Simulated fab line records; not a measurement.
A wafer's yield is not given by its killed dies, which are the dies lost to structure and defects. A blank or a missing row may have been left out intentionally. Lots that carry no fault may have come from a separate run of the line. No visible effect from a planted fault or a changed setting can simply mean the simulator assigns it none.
fab line records | flow sky130
[record] lots = 14 | wafers = 42 | lastDay = 50
route steps=708 shown FIELD_ISO@19 NWELL@63 PWDE@84 VT_ADJUST_HVTP@92 PAD_OPEN@708
lots with no fault: from the same line, run without faults
startH: hours from the record's opening day to when the first of the lot's shown wafers began | waitH: hours elapsed since this lot's preceding step | " as in the row above | L1.1+2: several wafers, shown together as one row | - no value, or no start given | * or withheld: withheld | < > ~ a bound
route shown NAME@n: a module of which the file shows steps, and the number in the route of the first | usual: the fault-free wafers' mean and standard deviation | same: alike in all rows | chamber/n: place in a boat | sites: each site's reading | _std_site: the standard deviation of these | _edge_site: outer sites' mean less inner sites' | radiusMm: for every site, how far away it sits from the centre of the wafer | mask NAME#n: copy n | behind: the most recent tool/chamber to have shaped the wafer | hold: why the lot went on hold/how many hours it stayed there/how the hold came to an end | device: which transistor (n, p or np) failed to switch | end of line: tests of these same wafers at the route's end | a step with no rows: only its recipe | killed: the dies lost at the first sort to structure and to defects; this is not the yield of the wafer | map: dies across one wafer; x = killed, . = not, _ = none there
set.NAME: setting as actually run; set.NAME@STEP: the setting as run at that earlier step | model.NAME: the simulator's own value behind a step, which no gauge read
a sample of lots followed through the steps of the route, with each step as a table and each wafer as a row
services: from which hour (startH, from the record's first day; less than 0 if before it) a tool's chamber was out of use, for how many hours, and why
[[steps]]
[step SKY_FIELD_ISO_WET_ETCH_18]
[recipe] chemistry = H3PO4 | targetDepthNm = 25 | tempC = 160 | target = Si3N4 | timeS = 286
[usual] runLengthS = 313/3.2
lot.wafer | tool        | chamber | startH | waitH | runLengthS
L269.1    | wetBench-04 | 1       | 34.06  | 0.0   | 319
L269.3    | "           | 1       | "      | "     | 319
L269.6    | "           | 1       | "      | "     | 319
L270.4    | wetBench-02 | 0       | 39.34  | 0.0   | 311
L270.5    | "           | 0       | "      | "     | 311
L270.6    | "           | 0       | "      | "     | 311
L272.3    | wetBench-04 | 2       | 49.29  | 0.0   | 319
L272.4    | "           | 2       | "      | "     | 319
L272.6    | "           | 2       | "      | "     | 319
L273.1    | wetBench-04 | 3       | 55.51  | 0.0   | 336
L273.5    | "           | 3       | "      | "     | 336
L273.6    | "           | 3       | "      | "     | 336
L276.1    | wetBench-04 | 3       | 70.46  | 0.0   | 336
L276.2    | "           | 3       | "      | "     | 336
L276.3    | "           | 3       | "      | "     | 336
L281.2    | wetBench-02 | 3       | 95.61  | 0.0   | 313
L281.4    | "           | 3       | "      | "     | 313
L281.6    | "           | 3       | "      | "     | 313
L282.1    | wetBench-01 | 1       | 103.96 | 0.0   | 312
L282.2    | "           | 1       | "      | "     | 312
L282.5    | "           | 1       | "      | "     | 312
L283.3    | wetBench-01 | 0       | 106.61 | 0.0   | 312
L283.4    | "           | 0       | "      | "     | 312
L283.5    | "           | 0       | "      | "     | 312
L284.1    | wetBench-01 | 0       | 111.19 | 0.0   | 311
L284.3    | "           | 0       | "      | "     | 311
L284.5    | "           | 0       | "      | "     | 311
L287.1    | wetBench-02 | 3       | 129.36 | 0.0   | 320
L287.3    | "           | 3       | "      | "     | 320
L287.5    | "           | 3       | "      | "     | 320
L288.3    | wetBench-01 | 1       | 134.44 | 0.0   | 313
L288.4    | "           | 1       | "      | "     | 313
L288.6    | "           | 1       | "      | "     | 313
L289.2    | wetBench-04 | 0       | 140.39 | 0.0   | 311
L289.3    | "           | 0       | "      | "     | 311
L289.5    | "           | 0       | "      | "     | 311
L290.2    | wetBench-04 | 2       | 143.11 | 0.0   | 312
L290.3    | "           | 2       | "      | "     | 312
L290.5    | "           | 2       | "      | "     | 312
L291.2    | wetBench-02 | 1       | 151.56 | 0.0   | 310
L291.3    | "           | 1       | "      | "     | 310
L291.4    | "           | 1       | "      | "     | 310
[step SKY_NWELL_OVL_MEAS_10]
[usual] NWELL_00_OVL = -1.1/1.5
lot.wafer | tool       | chamber | startH | waitH | NWELL_00_OVL[nm]
L269.1    | overlay-01 | -       | 93.02  | -     | -3.4
L269.3    | "          | -       | "      | "     | -1.8
L269.6    | "          | -       | "      | "     | 0.3
L270.4    | overlay-01 | -       | 98.48  | -     | -2.6
L270.5    | "          | -       | "      | "     | -0.1
L270.6    | "          | -       | "      | "     | 0.3
L272.3    | overlay-01 | -       | 104.78 | -     | -1.9
L272.4    | "          | -       | "      | "     | -1.9
L272.6    | "          | -       | "      | "     | -1.9
L273.1    | overlay-02 | -       | 114.32 | -     | 1.1
L273.5    | "          | -       | "      | "     | 2.0
L273.6    | "          | -       | "      | "     | 0.7
L276.1    | overlay-02 | -       | 128.27 | -     | -2.3
L276.2    | "          | -       | "      | "     | -0.4
L276.3    | "          | -       | "      | "     | -2.4
L281.2    | overlay-02 | -       | 158.55 | -     | -3.3
L281.4    | "          | -       | "      | "     | -2.9
L281.6    | "          | -       | "      | "     | -4.2
L282.1    | overlay-02 | -       | 171.95 | -     | 1.3
L282.2    | "          | -       | "      | "     | -1.1
L282.5    | "          | -       | "      | "     | -0.3
L283.3    | overlay-02 | -       | 174.65 | -     | -2.8
L283.4    | "          | -       | "      | "     | -1.9
L283.5    | "          | -       | "      | "     | -0.1
L284.1    | overlay-02 | -       | 183.39 | -     | -1.5
L284.3    | "          | -       | "      | "     | -1.6
L284.5    | "          | -       | "      | "     | -2.4
L287.1    | overlay-02 | -       | 196.62 | -     | -1.0
L287.3    | "          | -       | "      | "     | 1.6
L287.5    | "          | -       | "      | "     | 1.1
L288.3    | overlay-02 | -       | 203.98 | -     | -1.2
L288.4    | "          | -       | "      | "     | -2.1
L288.6    | "          | -       | "      | "     | -1.3
L289.2    | overlay-02 | -       | 210.14 | -     | 0.3
L289.3    | "          | -       | "      | "     | -2.2
L289.5    | "          | -       | "      | "     | -0.2
L290.2    | overlay-01 | -       | 213.10 | -     | -0.8
L290.3    | "          | -       | "      | "     | -3.1
L290.5    | "          | -       | "      | "     | -1.7
L291.2    | overlay-01 | -       | 220.79 | -     | 0.2
L291.3    | "          | -       | "      | "     | 0.1
L291.4    | "          | -       | "      | "     | 1.4
[step SKY_NWELL_RS_MEAS_31]
[recipe] thkMeasGauge = four-point-probe
[usual] PWDE_RS = 5279/19
lot.wafer | tool         | chamber | startH | waitH | PWDE_RS[ohm/sq]
L269.1    | filmMetro-02 | -       | 111.15 | 0.1   | 5276
L269.3    | "            | -       | "      | "     | 5265
L269.6    | "            | -       | "      | "     | 5276
L270.4    | filmMetro-04 | -       | 117.26 | 0.1   | 5309
L270.5    | "            | -       | "      | "     | 5290
L270.6    | "            | -       | "      | "     | 5301
L272.3    | filmMetro-04 | -       | 124.06 | 0.1   | 5281
L272.4    | "            | -       | "      | "     | 5296
L272.6    | "            | -       | "      | "     | 5270
L273.1    | filmMetro-03 | -       | 133.93 | 0.1   | 5251
L273.5    | "            | -       | "      | "     | 5247
L273.6    | "            | -       | "      | "     | 5241
L276.1    | filmMetro-04 | -       | 148.08 | 0.1   | 5284
L276.2    | "            | -       | "      | "     | 5285
L276.3    | "            | -       | "      | "     | 5297
L281.2    | filmMetro-02 | -       | 179.82 | 0.1   | 5266
L281.4    | "            | -       | "      | "     | 5248
L281.6    | "            | -       | "      | "     | 5263
L282.1    | filmMetro-04 | -       | 193.35 | 0.1   | 5266
L282.2    | "            | -       | "      | "     | 5282
L282.5    | "            | -       | "      | "     | 5282
L283.3    | filmMetro-04 | -       | 196.97 | 0.1   | 5263
L283.4    | "            | -       | "      | "     | 5254
L283.5    | "            | -       | "      | "     | 5276
L284.1    | filmMetro-04 | -       | 206.17 | 0.1   | 5269
L284.3    | "            | -       | "      | "     | 5263
L284.5    | "            | -       | "      | "     | 5270
L287.1    | filmMetro-03 | -       | 219.67 | 0.1   | 5269
L287.3    | "            | -       | "      | "     | 5247
L287.5    | "            | -       | "      | "     | 5266
L288.3    | filmMetro-04 | -       | 227.82 | 0.1   | 5284
L288.4    | "            | -       | "      | "     | 5251
L288.6    | "            | -       | "      | "     | 5283
L289.2    | filmMetro-04 | -       | 233.79 | 0.1   | 5289
L289.3    | "            | -       | "      | "     | 5272
L289.5    | "            | -       | "      | "     | 5279
L290.2    | filmMetro-04 | -       | 235.91 | 0.1   | 5274
L290.3    | "            | -       | "      | "     | 5269
L290.5    | "            | -       | "      | "     | 5259
L291.2    | filmMetro-03 | -       | 244.12 | 0.1   | 5273
L291.3    | "            | -       | "      | "     | 5281
L291.4    | "            | -       | "      | "     | 5263
[step SKY_VT_ADJUST_HVTP_CD_MEAS_07]
[recipe] targetCdNm = 380
[usual] cdNm = 379.6/2.1
lot.wafer | tool     | chamber | startH | waitH | cdNm
L269.1    | cdSem-01 | -       | 129.45 | 0.1   | 378.2
L269.3    | "        | -       | "      | "     | 381.0
L269.6    | "        | -       | "      | "     | 379.1
L270.4    | cdSem-01 | -       | 135.38 | 0.1   | 382.3
L270.5    | "        | -       | "      | "     | 377.6
L270.6    | "        | -       | "      | "     | 379.5
L272.3    | cdSem-02 | -       | 142.41 | 0.1   | 383.7
L272.4    | "        | -       | "      | "     | 379.9
L272.6    | "        | -       | "      | "     | 383.3
L273.1    | cdSem-02 | -       | 152.87 | 0.1   | 381.1
L273.5    | "        | -       | "      | "     | 378.7
L273.6    | "        | -       | "      | "     | 378.7
L276.1    | cdSem-01 | -       | 168.45 | 0.1   | 381.2
L276.2    | "        | -       | "      | "     | 382.9
L276.3    | "        | -       | "      | "     | 380.5
L281.2    | cdSem-01 | -       | 201.77 | 0.1   | 382.2
L281.4    | "        | -       | "      | "     | 382.4
L281.6    | "        | -       | "      | "     | 380.5
L282.1    | cdSem-01 | -       | 215.52 | 0.1   | 376.4
L282.2    | "        | -       | "      | "     | 376.4
L282.5    | "        | -       | "      | "     | 377.1
L283.3    | cdSem-02 | -       | 218.66 | 0.1   | 379.3
L283.4    | "        | -       | "      | "     | 378.2
L283.5    | "        | -       | "      | "     | 378.6
L284.1    | cdSem-02 | -       | 228.32 | 0.1   | 381.9
L284.3    | "        | -       | "      | "     | 382.9
L284.5    | "        | -       | "      | "     | 382.0
L287.1    | cdSem-01 | -       | 241.57 | 0.1   | 377.3
L287.3    | "        | -       | "      | "     | 380.0
L287.5    | "        | -       | "      | "     | 378.4
L288.3    | cdSem-02 | -       | 251.51 | 0.1   | 378.5
L288.4    | "        | -       | "      | "     | 377.8
L288.6    | "        | -       | "      | "     | 378.7
L289.2    | cdSem-02 | -       | 257.14 | 0.1   | 380.0
L289.3    | "        | -       | "      | "     | 378.1
L289.5    | "        | -       | "      | "     | 379.2
L290.2    | cdSem-01 | -       | 259.29 | 0.1   | 377.3
L290.3    | "        | -       | "      | "     | 378.5
L290.5    | "        | -       | "      | "     | 380.9
L291.2    | cdSem-01 | -       | 267.64 | 0.1   | 376.4
L291.3    | "        | -       | "      | "     | 376.9
L291.4    | "        | -       | "      | "     | 376.7
[step SKY_PAD_OPEN_PROBE_99]
[usual] killed_at_M0_to_M3 = 43/7.4 | killed_at_M4_up = 3.1/1.9 | killedAtContacts = 25/5.4 | killedAtFrontEnd = 15/4.3 | killedAtOther = 0.3/0.54 | killedDies = 86/10 | killedOpen = 46/7.4 | killedShort = 40/7
[same] grossDies = 492 | killedAtBackSide = 0
lot.wafer | tool      | chamber | startH  | waitH | killed_at_M0_to_M3 | killed_at_M4_up | killedAtContacts | killedAtFrontEnd | killedAtOther | killedDies | killedOpen | killedShort
L270.4    | prober-01 | -       | 1094.62 | 0.2   | 63                 | 3               | 26               | 17               | 0             | 109        | 62         | 47
L270.5    | prober-01 | -       | 1094.67 | 0.2   | 38                 | 1               | 26               | 21               | 0             | 86         | 44         | 42
L270.6    | prober-01 | -       | 1094.72 | 0.2   | 39                 | 7               | 24               | 8                | 0             | 78         | 44         | 34
L282.1    | prober-01 | -       | 1162.74 | 0.1   | 37                 | 0               | 29               | 15               | 2             | 83         | 51         | 31
L282.2    | prober-01 | -       | 1162.79 | 0.1   | 47                 | 2               | 20               | 20               | 1             | 90         | 45         | 45
L282.5    | prober-01 | -       | 1162.94 | 0.2   | 41                 | 4               | 24               | 23               | 1             | 93         | 44         | 49
L284.1    | prober-01 | -       | 1175.56 | 0.1   | 38                 | 4               | 21               | 12               | 0             | 75         | 42         | 33
L284.3    | prober-01 | -       | 1175.66 | 0.2   | 39                 | 1               | 26               | 15               | 0             | 81         | 42         | 38
L284.5    | prober-01 | -       | 1175.76 | 0.2   | 29                 | 1               | 18               | 20               | 0             | 68         | 35         | 31
L288.3    | prober-01 | -       | 1191.22 | 0.2   | 45                 | 2               | 29               | 17               | 1             | 94         | 48         | 44
L288.4    | prober-01 | -       | 1191.27 | 0.2   | 39                 | 1               | 25               | 8                | 1             | 74         | 41         | 33
L288.6    | prober-01 | -       | 1191.37 | 0.2   | 47                 | 5               | 20               | 11               | 0             | 83         | 39         | 43
// killed by level:class
L270.4 VIA1:geometricParticle:open=18 METAL2:geometricParticle:short=12 VIA2:geometricParticle:open=10 LI_CONTACT:geometricParticle:open=7 CONTACT:geometricParticle:short=7 VIA3:geometricParticle:open=7 CONTACT:geometricParticle:open=6 FIELD_ISO:geometricParticle:open=5
L270.5 CONTACT:geometricParticle:open=10 LOCAL_INTERCONNECT:geometricParticle:short=7 LI_CONTACT:geometricParticle:open=6 VIA1:geometricParticle:short=6 VIA2:geometricParticle:open=6 VIA1:geometricParticle:open=5 METAL2:geometricParticle:short=5 VIA3:geometricParticle:open=5
L270.6 LI_CONTACT:geometricParticle:open=10 VIA3:geometricParticle:open=10 METAL2:geometricParticle:short=8 CONTACT:geometricParticle:open=7 METAL1:geometricParticle:short=5 VIA1:geometricParticle:open=4 LI_CONTACT:geometricParticle:short=4 METAL4:geometricParticle:short=4
L282.1 VIA1:geometricParticle:open=13 LI_CONTACT:geometricParticle:open=12 LI_CONTACT:geometricParticle:short=9 VIA2:geometricParticle:open=6 METAL1:geometricParticle:short=5 VIA3:geometricParticle:open=5 CONTACT:geometricParticle:open=4 FIELD_ISO:geometricParticle:short=3
L282.2 VIA1:geometricParticle:open=9 CONTACT:geometricParticle:open=7 METAL1:geometricParticle:short=7 LOCAL_INTERCONNECT:geometricParticle:short=6 METAL2:geometricParticle:short=6 POLY_GATE:geometricParticle:short=5 LI_CONTACT:geometricParticle:open=5 VIA3:geometricParticle:open=5
L282.5 LI_CONTACT:geometricParticle:open=8 VIA1:geometricParticle:open=8 CONTACT:geometricParticle:open=7 FIELD_ISO:geometricParticle:short=6 METAL1:geometricParticle:short=6 VIA1:geometricParticle:short=5 METAL2:geometricParticle:short=5 VIA2:geometricParticle:open=5
L284.1 CONTACT:geometricParticle:open=10 VIA1:geometricParticle:open=10 METAL2:geometricParticle:short=9 POLY_GATE:geometricParticle:open=5 VIA3:geometricParticle:open=5 VIA1:geometricParticle:short=5 METAL4:geometricParticle:short=4 POLY_GATE:geometricParticle:short=4
L284.3 VIA1:geometricParticle:open=13 CONTACT:geometricParticle:short=7 LI_CONTACT:geometricParticle:open=7 FIELD_ISO:geometricParticle:open=6 METAL1:geometricParticle:short=6 CONTACT:geometricParticle:open=5 METAL2:geometricParticle:short=5 LOCAL_INTERCONNECT:geometricParticle:short=4
L284.5 CONTACT:geometricParticle:open=6 VIA1:geometricParticle:short=5 VIA1:geometricParticle:open=5 VIA2:geometricParticle:open=5 FIELD_ISO:geometricParticle:short=4 POLY_GATE:geometricParticle:short=4 LI_CONTACT:geometricParticle:open=4 POLY_GATE:geometricParticle:open=3
L288.3 CONTACT:geometricParticle:open=13 METAL2:geometricParticle:short=11 VIA1:geometricParticle:open=9 FIELD_ISO:geometricParticle:short=7 LI_CONTACT:geometricParticle:open=6 VIA2:geometricParticle:open=6 VIA3:geometricParticle:open=5 CONTACT:geometricParticle:short=4
L288.4 LI_CONTACT:geometricParticle:open=12 VIA1:geometricParticle:open=11 VIA2:geometricParticle:open=6 CONTACT:geometricParticle:open=5 METAL2:geometricParticle:short=5 METAL3:geometricParticle:short=4 POLY_GATE:geometricParticle:short=4 LOCAL_INTERCONNECT:geometricParticle:short=4
L288.6 VIA1:geometricParticle:open=14 CONTACT:geometricParticle:short=10 VIA2:geometricParticle:open=10 VIA1:geometricParticle:short=7 FIELD_ISO:geometricParticle:short=4 LOCAL_INTERCONNECT:geometricParticle:short=4 METAL1:geometricParticle:short=4 METAL4:geometricParticle:short=4
[[services]]
tool        | chamber | startH | hours | kind
wetBench-04 | -       | 34.29  | 4.1   | repair
[[key]]
[firstSign] step = SKY_FIELD_ISO_WET_ETCH_18 | reading = runLengthS | direction = up | sigmas = 7.1 | usual = * | struck = *
effect none on later readings
metAt SKY_FIELD_ISO_WET_ETCH_18
struckLots L273,L276
struckWafers L273.1,L273.5,L273.6,L276.1,L276.2,L276.3
testerLeftOut L273,L276
notActingAt SKY_NWELL_OVL_MEAS_10,SKY_NWELL_RS_MEAS_31,SKY_VT_ADJUST_HVTP_CD_MEAS_07
[fault] kind = processParameterDrift | tool = wetBench-04 | chamber = 3 | onsetH = 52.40 | steps = SKY_FIELD_ISO_WET_ETCH_18 | channel = timeS | offset = * | shape = step | endH = 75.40 | actsIn = * | stated = *
// testerLeftOut: of these lots the tester's yield and bins aren't shown, on N5 and GAA mostly nor the transistor test; their killed dies are dies lost to structure and defects alone, not to doping, threshold or leakage, so they don't give the yield
